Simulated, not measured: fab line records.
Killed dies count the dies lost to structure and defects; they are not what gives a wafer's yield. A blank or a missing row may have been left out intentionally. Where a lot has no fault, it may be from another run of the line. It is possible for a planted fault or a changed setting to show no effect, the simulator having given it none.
One fault through the eyes of 2 desks ; flow sky130 ; what lay behind the numbers comes last; until then each desk has only its own

AT THE TOOL OWNER'S DESK: litho_track-04
The tool's own readings at SKY_VT_ADJUST_LVTN_DEVELOP_17 (develop time 60 s): means of the sampled wafers that have a number, for each lot that ran on this tool. The brackets show how far a lot's mean lies from the usual mean; more than 4 standard deviations puts the lot out of limits, marked OUT.
Columns: A = resist_line_temp_C at SKY_VT_ADJUST_LVTN_DEVELOP_17, usual 22.99 C
lot;first seen here;A
L288;day 9 01:18;22.99
L289;day 9 06:14;23.05
L295;day 10 19:02;22.94
L296;day 11 01:44;22.95
This desk's verdict: no lot among the 4 shows anything out of limits.

FROM THE METROLOGY DESK
Means of the sampled wafers that have a number, per lot and without regard to the tool the lot ran on: this is what the gauges read. The brackets show how far a lot's mean lies from the usual mean; more than 4 standard deviations puts the lot out of limits, marked OUT.
Columns: A = NWELL_TW at SKY_NWELL_TW_MEAS_15, usual 1806; B = VT_ADJUST_HVTP_OVL at SKY_VT_ADJUST_HVTP_OVL_MEAS_08, usual -1.8 nm; C = VT_ADJUST_LVTN_01_OVL at SKY_VT_ADJUST_LVTN_OVL_MEAS_18, usual -0.1 nm; D = VT_ADJUST_LVTN_2_TW at SKY_VT_ADJUST_LVTN_TW_MEAS_21, usual 184.9
lot;first seen here;A;B;C;D
L284;day 4 19:52;1803;-1.8;-0.2;184.9
L285;day 5 01:44;1797;-2.3;-0.1;185.2
L287;day 5 07:25;1801;-2.3;1.6;184.9
L288;day 5 18:04;1794;-3.8;0.6;183.5
L289;day 5 21:37;1822;-1.0;0.8;184.4
L295;day 7 05:31;1823;-0.8;0.1;80.9 (-99 or more) OUT
L296;day 7 11:34;1833;0.6;-0.9;133.9 (-60) OUT
L300;day 8 11:52;1797;-0.4;-1.7;183.9
L301;day 8 15:49;1831;-1.4;0.4;184.2
L302;day 8 23:51;1831;-3.8;0.2;185.5
L303;day 9 03:49;1777;-4.7;-1.1;184.7
L304;day 9 12:04;1776;-1.9;-1.8;185.5
L305;day 9 17:16;1787;-3.1;0.7;185.1
L306;day 9 19:04;1792;-1.8;-0.0;184.7
Finding of this desk: L295, L296 out of limits, first seen on L295 at day 10 19:27 (VT_ADJUST_LVTN_2_TW at SKY_VT_ADJUST_LVTN_TW_MEAS_21). In limits: L284, L285, L287, L288, L289, L300, L301, L302, L303, L304, L305, L306.

BROUGHT TOGETHER
At day 10 19:27 the metrology desk could have sounded an alarm, on L295, L296.
Nothing out of limits was seen by the tool owner's desk.
Tool owner's desk: L295, L296 on record, inside its limits.
Of the lots named, all ran SKY_VT_ADJUST_LVTN_DEVELOP_17 on litho_track-04.

WHAT HAD BEEN PUT IN BY THE SIMULATOR
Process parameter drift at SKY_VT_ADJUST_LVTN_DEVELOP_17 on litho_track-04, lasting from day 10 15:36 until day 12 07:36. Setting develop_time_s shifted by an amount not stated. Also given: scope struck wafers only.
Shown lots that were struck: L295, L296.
Time in hours between the start of the fault and the first out-of-limits reading at each desk: metrology desk, 4.
